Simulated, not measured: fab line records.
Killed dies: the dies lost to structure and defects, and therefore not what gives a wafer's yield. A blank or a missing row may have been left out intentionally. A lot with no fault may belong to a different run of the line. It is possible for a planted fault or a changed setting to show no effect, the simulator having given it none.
Chamber matching || flow gf180mcu || 4 sister chambers for GF_V2_CMP_04 on cmp-01
The step polishes SiO2. 18 wafers are shown with their chamber, then 9 later ones without.

## WAFERS, EACH WITH ITS CHAMBER
{"wafer": "L102.3", "chamber": 2, "motor-current-A (A)": 12.1, "time-to-endpoint-s (s)": 75}
{"wafer": "L102.4", "chamber": 0, "motor-current-A (A)": 13.4, "time-to-endpoint-s (s)": 83}
{"wafer": "L102.5", "chamber": 1, "motor-current-A (A)": 11.5, "time-to-endpoint-s (s)": 79}
{"wafer": "L105.1", "chamber": 3, "motor-current-A (A)": 11.2, "time-to-endpoint-s (s)": 70}
{"wafer": "L105.3", "chamber": 1, "motor-current-A (A)": 11.2, "time-to-endpoint-s (s)": 69}
{"wafer": "L105.6", "chamber": 0, "motor-current-A (A)": 13.3, "time-to-endpoint-s (s)": 78}
{"wafer": "L104.1", "chamber": 3, "motor-current-A (A)": 11.1, "time-to-endpoint-s (s)": 67}
{"wafer": "L104.4", "chamber": 1, "motor-current-A (A)": 11.8, "time-to-endpoint-s (s)": 73}
{"wafer": "L104.6", "chamber": 0, "motor-current-A (A)": 14.0, "time-to-endpoint-s (s)": 84}
{"wafer": "L115.1", "chamber": 1, "motor-current-A (A)": 11.6, "time-to-endpoint-s (s)": 65}
{"wafer": "L115.2", "chamber": 0, "motor-current-A (A)": 14.2, "time-to-endpoint-s (s)": 76}
{"wafer": "L115.6", "chamber": 2, "motor-current-A (A)": 12.3, "time-to-endpoint-s (s)": 77}
{"wafer": "L118.2", "chamber": 3, "motor-current-A (A)": 11.3, "time-to-endpoint-s (s)": 72}
{"wafer": "L118.3", "chamber": 1, "motor-current-A (A)": 11.8, "time-to-endpoint-s (s)": 70}
{"wafer": "L118.6", "chamber": 3, "motor-current-A (A)": 10.6, "time-to-endpoint-s (s)": 80}
{"wafer": "L120.3", "chamber": 1, "motor-current-A (A)": 12.2, "time-to-endpoint-s (s)": 75}
{"wafer": "L120.5", "chamber": 0, "motor-current-A (A)": 13.2, "time-to-endpoint-s (s)": 79}
{"wafer": "L120.6", "chamber": 1, "motor-current-A (A)": 11.9, "time-to-endpoint-s (s)": 77}

SIGNATURES, as means of the wafers listed above
{"reading": "motor-current-A", "chamber 0": 13.620, "chamber 1": 11.714, "chamber 2": 12.200, "chamber 3": 11.050, "scatter within a chamber": 0.351}
{"reading": "time-to-endpoint-s", "chamber 0": 80.00, "chamber 1": 72.57, "chamber 2": 76.00, "chamber 3": 72.25, "scatter within a chamber": 4.51}
Rule: distance of a wafer from a chamber = root of the sum over the readings of ((wafer's reading minus chamber's mean) / reading's scatter) squared. The wafer belongs to the nearest chamber; if the next one is less than 2 further off, it can't be placed. The scatter is the square root of a quotient: the sum, over the shown wafers, of each reading's squared deviation from its chamber's mean, divided by wafers minus chambers.

## WAFERS WITHOUT THEIR CHAMBER
{"wafer": "L121.1", "motor-current-A (A)": 14.2, "time-to-endpoint-s (s)": 81}
{"wafer": "L121.2", "motor-current-A (A)": 11.7, "time-to-endpoint-s (s)": 77}
{"wafer": "L121.5", "motor-current-A (A)": 13.5, "time-to-endpoint-s (s)": 90}
{"wafer": "L122.3", "motor-current-A (A)": 11.0, "time-to-endpoint-s (s)": 82}
{"wafer": "L122.4", "motor-current-A (A)": 13.2, "time-to-endpoint-s (s)": 90}
{"wafer": "L122.5", "motor-current-A (A)": 14.4, "time-to-endpoint-s (s)": 97}
{"wafer": "L123.1", "motor-current-A (A)": 14.3, "time-to-endpoint-s (s)": 80}
{"wafer": "L123.2", "motor-current-A (A)": 11.8, "time-to-endpoint-s (s)": 69}
{"wafer": "L123.4", "motor-current-A (A)": 12.2, "time-to-endpoint-s (s)": 82}

## WHICH CHAMBER EACH WENT THROUGH
{"wafer": "L121.1", "from the rows above": 0, "in truth": 0}
{"wafer": "L121.2", "from the rows above": "can't be placed: 1 or 2 or 3", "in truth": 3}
{"wafer": "L121.5", "from the rows above": 0, "in truth": 0}
{"wafer": "L122.3", "from the rows above": "can't be placed: 3 or 1 or 2", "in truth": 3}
{"wafer": "L122.4", "from the rows above": "can't be placed: 0 or 2", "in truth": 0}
{"wafer": "L122.5", "from the rows above": 0, "in truth": 0}
{"wafer": "L123.1", "from the rows above": 0, "in truth": 0}
{"wafer": "L123.2", "from the rows above": "can't be placed: 1 or 2 or 3", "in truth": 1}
{"wafer": "L123.4", "from the rows above": "can't be placed: 2 or 1", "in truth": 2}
Placed correctly: 4 of 9. These rows do not allow placing 5 (true chamber among the candidates in 5). 0 placed wrongly.
